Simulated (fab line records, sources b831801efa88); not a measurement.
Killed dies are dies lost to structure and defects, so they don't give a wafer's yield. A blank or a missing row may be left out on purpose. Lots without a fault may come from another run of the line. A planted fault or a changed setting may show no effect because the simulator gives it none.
One fault seen from 2 desks | flow sky130 | each desk has only its own numbers; what lay behind them comes last

THE TOOL OWNER'S DESK: rie_metal-03
The tool's own readings at SKY_METAL5_METAL_ETCH_15 (etches the open film in Cl2/BCl3, stops on SiO2, target depth 1260 nm, time 252 s): means of the sampled wafers that have a number, for each lot that ran on this tool. A lot is out of limits, marked OUT, if its mean lies more than 4 standard deviations from the usual mean; the brackets give that distance.
Columns: A = drypump_motor_current_A at SKY_METAL5_METAL_ETCH_15, usual 5.8 A; B = oes_product_au at SKY_METAL5_METAL_ETCH_15, usual 0.894 a.u.; C = throttle_valve_pct at SKY_METAL5_METAL_ETCH_15, usual 22.264 %
lot  | first seen here | A   | B     | C
L420 | day 43 17:26    | 5.6 | 0.897 | 22.253
L421 | day 43 22:54    | 5.6 | 0.893 | 22.255
L424 | day 45 18:52    | 5.6 | 0.891 | 22.258
L427 | day 45 21:28    | 5.6 | 0.894 | 22.256
L428 | day 45 23:38    | 5.6 | 0.894 | 22.266
L431 | day 46 18:45    | 5.6 | 0.892 | 22.268
L430 | day 46 20:34    | 5.6 | 0.897 | 22.265
L433 | day 47 02:23    | 5.6 | 0.898 | 22.266
L434 | day 47 04:06    | 5.6 | 0.898 | 22.273
L435 | day 47 11:39    | 5.6 | 0.889 | 22.264
This desk's finding: nothing out of limits on any of the 10 lots.

THE METROLOGY DESK
What the gauges read, lot by lot, whatever tool the lot ran on: means of the sampled wafers that have a number. A lot is out of limits, marked OUT, if its mean lies more than 4 standard deviations from the usual mean; the brackets give that distance.
Columns: A = VIA4_HDPCVD_THK at SKY_VIA4_THK_MEAS_01, usual 1751 nm
lot  | first seen here | A
L420 | day 41 17:25    | 1745
L421 | day 41 22:48    | 1736
L423 | day 42 18:49    | 1737
L424 | day 43 21:44    | 1765
L427 | day 44 00:00    | 1748
L426 | day 44 00:44    | 1726
L428 | day 44 03:40    | 1742
L431 | day 44 23:04    | 1764
L430 | day 45 00:51    | 1731
L433 | day 45 08:14    | 1744
L434 | day 45 09:35    | 1757
L435 | day 45 17:52    | 1751
This desk's finding: nothing out of limits on any of the 12 lots.

PUT TOGETHER
The tool owner's desk saw nothing out of limits.
The metrology desk saw nothing out of limits.

WHAT THE SIMULATOR HAD PUT IN
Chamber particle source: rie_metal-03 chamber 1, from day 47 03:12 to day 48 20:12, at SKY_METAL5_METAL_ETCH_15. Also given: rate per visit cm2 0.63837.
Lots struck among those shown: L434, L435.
